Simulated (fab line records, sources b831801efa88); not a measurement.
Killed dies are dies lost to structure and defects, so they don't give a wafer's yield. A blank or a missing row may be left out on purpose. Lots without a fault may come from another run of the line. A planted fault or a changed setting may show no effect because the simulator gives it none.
Chamber matching | flow sky130 | SKY_LI_CONTACT_ETCH_14 on rie_diel-03: 4 sister chambers
The step etches BARC in N2/H2, stops on SiO2, time 44.54 s, target depth 60 nm. 18 wafers are shown with their chamber, then 9 later ones without.

WAFERS WITH THEIR CHAMBER
wafer  | chamber | drypump_motor_current_A (A) | throttle_valve_pct (%) | oes_product_au (a.u.)
L074.1 | 3       | 6.1                         | 13.236                 | 0.873
L074.4 | 1       | 6.0                         | 13.216                 | 0.874
L074.6 | 3       | 6.1                         | 13.219                 | 0.873
L075.2 | 1       | 6.0                         | 13.232                 | 0.868
L075.4 | 1       | 6.0                         | 13.233                 | 0.866
L075.5 | 3       | 6.1                         | 13.244                 | 0.868
L081.1 | 2       | 5.2                         | 13.245                 | 0.869
L081.3 | 1       | 6.0                         | 13.239                 | 0.876
L081.5 | 2       | 5.2                         | 13.211                 | 0.863
L082.1 | 2       | 5.2                         | 13.217                 | 0.869
L082.2 | 3       | 6.1                         | 13.221                 | 0.865
L082.5 | 3       | 6.1                         | 13.235                 | 0.863
L086.4 | 2       | 5.2                         | 13.210                 | 0.875
L086.5 | 0       | 5.0                         | 13.229                 | 0.877
L086.6 | 3       | 6.1                         | 13.235                 | 0.877
L089.3 | 0       | 5.0                         | 13.228                 | 0.879
L089.4 | 0       | 4.9                         | 13.223                 | 0.865
L089.5 | 3       | 6.1                         | 13.223                 | 0.874

SIGNATURES (means of the wafers above)
reading                 | chamber 0 | chamber 1 | chamber 2 | chamber 3 | scatter within a chamber
drypump_motor_current_A | 4.967     | 6.000     | 5.200     | 6.100     | 0.0218
throttle_valve_pct      | 13.22667  | 13.23000  | 13.22075  | 13.23043  | 0.0109
oes_product_au          | 0.87367   | 0.87100   | 0.86900   | 0.87043   | 0.00544
Rule: a wafer's distance from a chamber is the root of the sum, over the readings, of the square of ((its reading less the chamber's mean) divided by the reading's scatter). The wafer belongs to the nearest chamber; if the next one is less than 2 further off, it can't be placed. The scatter: the root of (the sum of the squares of (reading less its chamber's mean) over the shown wafers, divided by (wafers less chambers)).

WAFERS WITHOUT THEIR CHAMBER
wafer  | drypump_motor_current_A (A) | throttle_valve_pct (%) | oes_product_au (a.u.)
L093.2 | 5.0                         | 13.217                 | 0.873
L093.3 | 6.1                         | 13.225                 | 0.866
L093.5 | 6.0                         | 13.250                 | 0.866
L095.1 | 4.9                         | 13.212                 | 0.865
L095.2 | 5.2                         | 13.236                 | 0.865
L095.4 | 6.1                         | 13.221                 | 0.874
L097.2 | 6.1                         | 13.208                 | 0.866
L097.3 | 5.0                         | 13.245                 | 0.865
L097.5 | 6.0                         | 13.222                 | 0.870

WHICH CHAMBER EACH WENT THROUGH
wafer  | from the rows above | in truth
L093.2 | 0                   | 0
L093.3 | 3                   | 3
L093.5 | 1                   | 1
L095.1 | 0                   | 0
L095.2 | 2                   | 2
L095.4 | 3                   | 3
L097.2 | 3                   | 3
L097.3 | 0                   | 0
L097.5 | 1                   | 1
Placed correctly: 9 of 9. Can't be placed from these rows: 0. Placed wrongly: 0.
